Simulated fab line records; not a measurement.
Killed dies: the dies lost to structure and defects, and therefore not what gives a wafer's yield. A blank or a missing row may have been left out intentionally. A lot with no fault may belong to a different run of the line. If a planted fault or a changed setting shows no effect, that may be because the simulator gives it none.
Code-filled problem report in 8D (eight disciplines) form    flow sky130    the parts of the form that need people (team, actions taken, sign-off) are left out

## 1. WHAT WENT WRONG
SKY_SD_N_STRIP_11, oes_product_au: mean 0.504 a.u. on 3 wafers (1 lot); fault-free wafers 0.527 a.u., standard deviation 0.0045. That is -5.1 standard deviations from the usual mean.
The step: strips in O2/N2.
Seen first at day 32 15:08 on plasma_asher-03, wafer L738.1. The record holds 39 wafers of 13 lots with a number at this step. The rule behind "out" and "out of limits": a value lying over 4 standard deviations away from the usual mean. Any other wafer with a number is counted as sound.

## 2. WHAT THIS IS AND IS NOT
question                     is                      is not
which readings at this step  oes_product_au          drypump_motor_current_A
which lots                   L738                    L724, L725, L726, L727, L731, L732, L733, L735, L737, L744, L745, L747
which wafers of those lots   all that have a number  -
read on which tools          plasma_asher-03         plasma_asher-02, plasma_asher-04
when                         from day 32 15:08       up to then (27 sound wafers); but 9 sound wafers of L744, L745, L747 came after

## 3. THE SUSPECTS, EACH WITH WHAT RULES IT OUT
Counting: a tool stays on the suspect list if, at a process step up to the reading, it processed all lots that are out and no sound lot following the first of them.
- plasma_asher-03 at SKY_SD_N_STRIP_11 (strips in O2/N2): ruled out as a lasting fault. The sound lots L747 went through it after L738, its earliest lot that is out (day 32 15:08).
Left after counting: nothing in the record.

## 4. THE CAUSE (what the simulator had put in)
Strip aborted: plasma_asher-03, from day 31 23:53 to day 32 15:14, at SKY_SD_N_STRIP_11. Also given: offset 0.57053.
Counting ruled it out, wrongly.

## 5. SEQUENCE OF EFFECTS, ordered by route
Rows list readings where the struck wafers' mean (over those with a number) sits beyond 3 standard deviations from the usual. Only readings for which the record gives a usual standard deviation are gone through. hours: the time from each lot's start at the first step in this table that gives one to its start at this step, as a median over the lots. sigmas: the change in usual standard deviations.
hours  step                   reading              usual       on struck wafers  change  sigmas
0      SKY_SD_N_STRIP_11      oes_product_au       0.527 a.u.  0.504             -0.023  -5.1
398    SKY_PAD_OPEN_PROBE_99  killed_at_front_end  14          426               +412    +96
398    SKY_PAD_OPEN_PROBE_99  killed_dies          85          492               +407    +46
398    SKY_PAD_OPEN_PROBE_99  killed_on_rim        17          96                +79     +20
Its process steps:
- SKY_SD_N_STRIP_11: strips in O2/N2.
- SKY_PAD_OPEN_PROBE_99
Readings that are blank on the struck wafers while sound wafers have them: strip_time_to_endpoint_s at SKY_SD_N_STRIP_11.
At these later measuring or inspecting steps, every struck wafer for which the step has a row has a number for every such reading, and none has moved that far: SKY_SD_N_RS_MEAS_18, SKY_LI_CONTACT_BOW_MEAS_03.

## 6. WHAT WOULD HAVE CAUGHT IT SOONER
In this record the first reading out of limits was taken at day 32 15:08, 15 hours after the fault began at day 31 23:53.
